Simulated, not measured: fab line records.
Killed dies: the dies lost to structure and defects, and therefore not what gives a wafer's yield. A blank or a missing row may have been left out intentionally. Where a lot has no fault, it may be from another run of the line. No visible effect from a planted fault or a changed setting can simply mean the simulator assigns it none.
A struck lot beside a sound one :: flow sky130 :: 21 out of 708 route steps
Sound: the wafers L407.1, L407.5, L407.6. Struck: wafer L404.2. (L404.3, L404.4 of the same lot were not struck and are left out.) The cause comes at the end.
Each step with rows lists, per side, the tool, then ch with its chambers, then its first start. Under that, the readings that differ: sound wafers :: struck wafers :: difference of the means :: sigmas: that difference in standard deviations of wafers without a fault.
alike: readings with means less than 2 such deviations apart, plus words and numbers identical on both sides. not compared: withheld readings, readings lacking a value on some wafer, bounds such as >300 that could conceal the same value, and numbers that have no deviation in the record and whose values overlap.
The two part at a step that has a row with sigmas, a row that says differs or no value, or rows on one side only. When numbers do not overlap yet have no deviation, they are printed without sigmas and do not part them. Lack of a reading on every wafer of one side parts them only where that side has two or more wafers.

SKY_METAL5_DESCUM_14: chemistry O2, time 11 s.
  sound on rieMetal-01 ch 0,1, day 48 21:49; struck on rieMetal-01 ch 1, day 48 09:13
  alike: drypumpMotorCurrentA, oesProductAu
  not compared: rfHoursCounterH
SKY_METAL5_METAL_ETCH_15: etches the open film in Cl2/BCl3, stops on SiO2, target depth 1260 nm, time 252 s.
  sound on rieMetal-01 ch 0,1, day 48 21:51; struck on rieMetal-01 ch 1, day 48 09:15
  alike: drypumpMotorCurrentA, oesProductAu, throttleValvePct
  not compared: rfHoursCounterH
SKY_METAL5_STRIP_16: strips in O2/N2.
  sound on plasmaAsher-04 ch 0,1, day 48 22:05; struck on plasmaAsher-02 ch 0, day 48 09:29
  alike: drypumpMotorCurrentA, oesProductAu, stripTimeToEndpointS
  not compared: rfHoursCounterH
then, 3 steps without rows for these wafers: SKY_METAL5_STRIP_17 (strips in post etch residue remover, time 1200 s); SKY_METAL5_CLEAN_18 (cleans in IPA, time 180 s); SKY_METAL5_CLEAN_19 (cleans in O3/DIW).
SKY_PASSIVATION_CVD_00: deposits SiO2, target thk 90 nm.
  sound on pecvd-01 ch 0,1,2, day 48 22:43; struck on pecvd-02 ch 0, day 48 10:07
  alike: heaterPowerW
SKY_PASSIVATION_THK_MEAS_01:
  struck on filmMetro-04, day 48 10:08; sound on filmMetro-03, day 48 22:44
  alike: PASSIVATION_CVD_00_THK
SKY_PASSIVATION_CVD_02: deposits Si3N4, target thk 540 nm.
  sound on pecvd-02 ch 1,2, day 48 22:47; struck on pecvd-01 ch 2, day 48 10:11
  alike: heaterPowerW
SKY_PASSIVATION_THK_MEAS_03:
  struck on filmMetro-03, day 48 10:32; sound on filmMetro-04, day 48 23:01
reading: PASSIVATION_CVD_02_THK (nm)
sound: 543 558 548
struck: 534
difference: -16
sigmas: -2
then, 2 steps without rows for these wafers: SKY_PASSIVATION_DEHYDRATE_04 (time 60 s); SKY_PASSIVATION_HMDS_05 (prime time 60 s).
SKY_PASSIVATION_COAT_06: resist thk 3000 nm.
  sound on lithoTrack-04 ch 0, day 49 08:16; struck on lithoTrack-03 ch 0, day 48 18:26
reading: model.coat_of_PASSIVATION_COAT_06.thkNm (nm)
sound: 3020 3017 3014
struck: 3170
difference: +153
sigmas: 
  alike: exhaustPa, resistLineTempC
then, 4 steps without rows for these wafers: SKY_PASSIVATION_SOFTBAKE_07; SKY_PASSIVATION_EXPOSE_08 (exposes mask NSM, target cd 3000 nm); SKY_PASSIVATION_PEB_09; SKY_PASSIVATION_DEVELOP_10 (develop time 60 s).
SKY_PASSIVATION_ETCH_11: etches the open film in CF4/O2, stops on AlCu, target depth 725 nm, time 161.1 s.
  sound on rieDiel-04 ch 0,1, day 49 16:31; struck on rieDiel-04 ch 0, day 49 03:55
reading: model.coat_of_PASSIVATION_COAT_06.thkNm (nm)
sound: 2524 2522 2535
struck: 2680
difference: +153
sigmas: 
  alike: cf4FlowSccm, drypumpMotorCurrentA, oesProductAu, throttleValvePct
  not compared: rfHoursCounterH
SKY_PASSIVATION_STRIP_12: strips in O2/N2.
  sound on plasmaAsher-02 ch 0,1, day 49 16:38; struck on plasmaAsher-04 ch 1, day 49 04:01
reading: stripTimeToEndpointS (s)
sound: 31.60 31.59 31.74
struck: 33.39
difference: +1.75
sigmas: +12
  alike: drypumpMotorCurrentA, oesProductAu
  not compared: rfHoursCounterH
then, 1 step without rows for these wafers: SKY_PAD_OPEN_DEHYDRATE_00 (time 60 s).
SKY_PAD_OPEN_PROBE_99:
  sound wafers here have rows in the record (prober-01, day 50 10:51); struck ones have none

## WHERE THEY PART
First at SKY_PASSIVATION_THK_MEAS_03; last, within this record, at SKY_PAD_OPEN_PROBE_99.

WHY: what had been put in by the simulator
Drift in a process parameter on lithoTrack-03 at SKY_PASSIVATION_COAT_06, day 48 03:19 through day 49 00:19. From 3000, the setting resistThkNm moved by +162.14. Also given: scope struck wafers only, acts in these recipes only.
